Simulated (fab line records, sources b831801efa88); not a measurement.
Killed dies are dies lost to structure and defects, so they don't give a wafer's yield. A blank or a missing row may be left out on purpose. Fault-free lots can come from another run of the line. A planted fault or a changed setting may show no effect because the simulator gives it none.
Which tool did it? | flow gf180mcu | 39 wafers from 13 lots sampled at 7 of the route's 602 steps

WHAT EACH GAUGE READ, for each wafer
GF_STI_THK_MEAS_02. Usual: STI_OXIDATION_THK gives 10.25 nm (standard deviation 0.18).
lot  | measured    | on            | STI_OXIDATION_THK (nm) | flag
L457 | day 1 21:31 | film-metro-01 | 10.22 10.34 10.47      |
L458 | day 2 04:40 | film-metro-01 | 10.28 10.31 10.20      |
L459 | day 2 07:31 | film-metro-01 | 10.51 10.43 10.23      |
L460 | day 2 12:31 | film-metro-01 | 10.15 10.19 10.13      |
L462 | day 2 22:31 | film-metro-02 | 10.00 10.39 10.34      |
L464 | day 3 08:32 | film-metro-04 | 9.88 9.81 9.98         |
L465 | day 3 13:31 | film-metro-02 | 9.98 9.88 9.95         |
L467 | day 3 23:55 | film-metro-02 | 10.05 10.09 10.12      |
L469 | day 4 09:39 | film-metro-02 | 10.42 10.57 10.40      |
L471 | day 4 19:32 | film-metro-01 | 10.29 10.25 10.35      |
L472 | day 5 00:31 | film-metro-02 | 10.50 10.39 10.27      |
L473 | day 5 05:31 | film-metro-01 | 10.49 10.47 10.35      |
L476 | day 5 20:31 | film-metro-01 | 10.28 10.38 10.17      |

GF_STI_THK_MEAS_30. Usual: STI_OXIDATION_02_THK gives 9.95 nm (standard deviation 0.22).
lot  | measured    | on            | STI_OXIDATION_02_THK (nm) | flag
L457 | day 2 16:41 | film-metro-01 | 9.54 9.81 9.98            |
L458 | day 2 23:32 | film-metro-04 | 9.83 9.86 9.92            |
L459 | day 3 03:12 | film-metro-04 | 9.80 9.81 9.75            |
L460 | day 3 07:35 | film-metro-04 | 9.72 9.59 9.72            |
L462 | day 3 18:16 | film-metro-04 | 10.13 9.85 10.12          |
L464 | day 4 07:10 | film-metro-01 | 9.90 10.00 10.08          |
L465 | day 4 10:46 | film-metro-02 | 10.30 10.34 10.40         |
L467 | day 4 20:14 | film-metro-04 | 9.92 9.96 10.01           |
L469 | day 5 06:01 | film-metro-02 | 9.60 9.83 9.65            |
L471 | day 5 15:37 | film-metro-02 | 10.44 10.24 10.16         |
L472 | day 5 21:59 | film-metro-02 | 10.07 9.97 9.85           |
L473 | day 6 02:23 | film-metro-02 | 10.03 10.25 10.05         |
L476 | day 6 19:10 | film-metro-04 | 10.25 10.11 10.18         |

GF_MVSD_OVL_MEAS_07. Usual: MVSD_OVL gives -0.1 nm (standard deviation 1.6).
lot  | measured    | on         | MVSD_OVL (nm)  | flag
L457 | day 4 21:12 | overlay-02 | 2.6 1.7 1.9    |
L458 | day 5 05:01 | overlay-02 | -1.0 -0.7 0.9  |
L459 | day 5 08:46 | overlay-02 | -0.5 0.7 0.3   |
L460 | day 5 15:12 | overlay-02 | 1.4 2.5 0.7    |
L462 | day 6 02:25 | overlay-01 | -0.8 -0.4 -1.1 |
L464 | day 6 16:47 | overlay-01 | -2.6 -2.8 -1.7 |
L465 | day 6 22:35 | overlay-01 | -0.4 -0.3 0.5  |
L467 | day 7 08:31 | overlay-02 | - - -          | OFF
L469 | day 7 19:24 | overlay-01 | -0.4 1.4 0.3   |
L471 | day 8 05:31 | overlay-02 | -1.4 -0.3 0.1  |
L472 | day 8 12:46 | overlay-01 | -0.2 1.6 -0.5  |
L473 | day 8 17:48 | overlay-01 | 0.7 0.1 0.9    |
L476 | day 9 12:55 | overlay-02 | -0.2 -0.6 0.3  |

GF_MVSD_TW_MEAS_11. Usual: MVSD_TW gives 1583 (standard deviation 12).
lot  | measured    | on            | MVSD_TW        | flag
L457 | day 4 21:38 | film-metro-01 | 1591 1598 1600 |
L458 | day 5 05:26 | film-metro-02 | 1584 1586 1583 |
L459 | day 5 09:12 | film-metro-03 | 1574 1574 1568 |
L460 | day 5 15:38 | film-metro-03 | 1574 1565 1576 |
L462 | day 6 02:50 | film-metro-03 | 1567 1563 1563 |
L464 | day 6 17:13 | film-metro-02 | 1579 1585 1583 |
L465 | day 6 23:02 | film-metro-02 | 1575 1585 1579 |
L467 | day 7 08:58 | film-metro-02 | 30 30 30       | OFF
L469 | day 7 19:50 | film-metro-02 | 1595 1585 1584 |
L471 | day 8 05:58 | film-metro-02 | 1590 1572 1579 |
L472 | day 8 13:15 | film-metro-02 | 1584 1572 1577 |
L473 | day 8 18:14 | film-metro-03 | 1569 1563 1570 |
L476 | day 9 13:22 | film-metro-01 | 1584 1573 1587 |

GF_MVPSD_OVL_MEAS_07. Usual: MVPSD_OVL gives -0.1 nm (standard deviation 1.2).
lot  | measured     | on         | MVPSD_OVL (nm) | flag
L457 | day 5 10:53  | overlay-02 | 1.3 -0.9 0.4   |
L458 | day 5 19:17  | overlay-02 | 2.1 2.6 2.0    |
L459 | day 5 23:35  | overlay-02 | 0.3 -0.5 0.0   |
L460 | day 6 06:32  | overlay-02 | 0.1 0.9 0.6    |
L462 | day 6 17:32  | overlay-01 | 0.6 1.4 0.5    |
L464 | day 7 08:52  | overlay-02 | -1.8 -2.1 -1.2 |
L465 | day 7 14:02  | overlay-02 | 0.4 -1.6 -0.5  |
L467 | day 8 00:10  | overlay-02 | 0.5 -0.2 -2.1  |
L469 | day 8 11:57  | overlay-02 | -0.1 0.3 -0.1  |
L471 | day 8 22:35  | overlay-01 | -0.1 -1.0 0.0  |
L472 | day 9 06:43  | overlay-01 | -0.4 0.5 -0.9  |
L473 | day 9 10:49  | overlay-01 | -0.1 0.1 1.7   |
L476 | day 10 07:23 | overlay-01 | 0.3 0.4 1.7    |

GF_MVPSD_TW_MEAS_11. Usual: MVPSD_TW gives 554 (standard deviation 4.1).
lot  | measured     | on            | MVPSD_TW       | flag
L457 | day 5 11:20  | film-metro-03 | 550 551 550    |
L458 | day 5 19:44  | film-metro-02 | 554 554 553    |
L459 | day 6 00:01  | film-metro-02 | 556 553 553    |
L460 | day 6 06:58  | film-metro-03 | 550 553 549    |
L462 | day 6 17:59  | film-metro-03 | 552 552 548    |
L464 | day 7 09:19  | film-metro-02 | 556 555 554    |
L465 | day 7 14:28  | film-metro-03 | 551 549 549    |
L467 | day 8 00:37  | film-metro-03 | 1590 1592 1592 | OFF
L469 | day 8 12:23  | film-metro-01 | 559 558 559    |
L471 | day 8 23:02  | film-metro-02 | 551 554 554    |
L472 | day 9 07:10  | film-metro-02 | 556 558 557    |
L473 | day 9 11:15  | film-metro-03 | 548 548 547    |
L476 | day 10 07:50 | film-metro-02 | 554 557 554    |

EACH LOT AND THE TOOL THAT RAN IT (in order: tool; ch and the chambers of the sampled wafers; start)
lot  | GF_MVSD_EXPOSE_04
L457 | iline-stepper-02 ch 0, day 4 14:34
L458 | iline-stepper-01 ch 0, day 4 21:59
L459 | iline-stepper-02 ch 0, day 5 02:00
L460 | iline-stepper-02 ch 0, day 5 07:59
L462 | iline-stepper-02 ch 0, day 5 19:25
L464 | iline-stepper-01 ch 0, day 6 09:37
L465 | iline-stepper-02 ch 0, day 6 14:46
L467 | iline-stepper-02 ch 0, day 7 01:08
L469 | iline-stepper-02 ch 0, day 7 11:25
L471 | iline-stepper-01 ch 0, day 7 21:42
L472 | iline-stepper-02 ch 0, day 8 04:32
L473 | iline-stepper-01 ch 0, day 8 10:02
L476 | iline-stepper-02 ch 0, day 9 04:47
- GF_MVSD_EXPOSE_04: exposes mask MVSD, target cd 1000 nm.

WHAT THE TOOLS THEMSELVES READ (means of the sampled wafers that have a number; where no wafer has one, the mark that the record gives instead)
The record holds no such reading with a usual standard deviation.

THE ANSWER, worked out from the rows above alone
Rule: lot off if the mean of its wafers having a number is beyond 3 standard deviations from the usual mean. A lot without any number at a reading at which 4 lots or more have one is off too. The other lots that the step has rows for count as sound. The gauges are gone through in route order, then the tools' own readings, and for those a lot's mean is taken as printed above. At the first step where some lot is off, the reading lying furthest off is the one used; lots without a number count as furthest.
Off: L467, seen at GF_MVSD_OVL_MEAS_07 (MVSD_OVL). Without a number there: L467.
If a tool, at a process step before that reading, ran all the lots that are off and no sound lot after the first of them, it fits. The gauges at GF_MVSD_OVL_MEAS_07 aren't tried: what is off there is off at GF_MVSD_TW_MEAS_11 too, on other tools, and a gauge's error can't cause that. Not one of the candidates tried fits.

WHAT THE SIMULATOR HAD PUT IN
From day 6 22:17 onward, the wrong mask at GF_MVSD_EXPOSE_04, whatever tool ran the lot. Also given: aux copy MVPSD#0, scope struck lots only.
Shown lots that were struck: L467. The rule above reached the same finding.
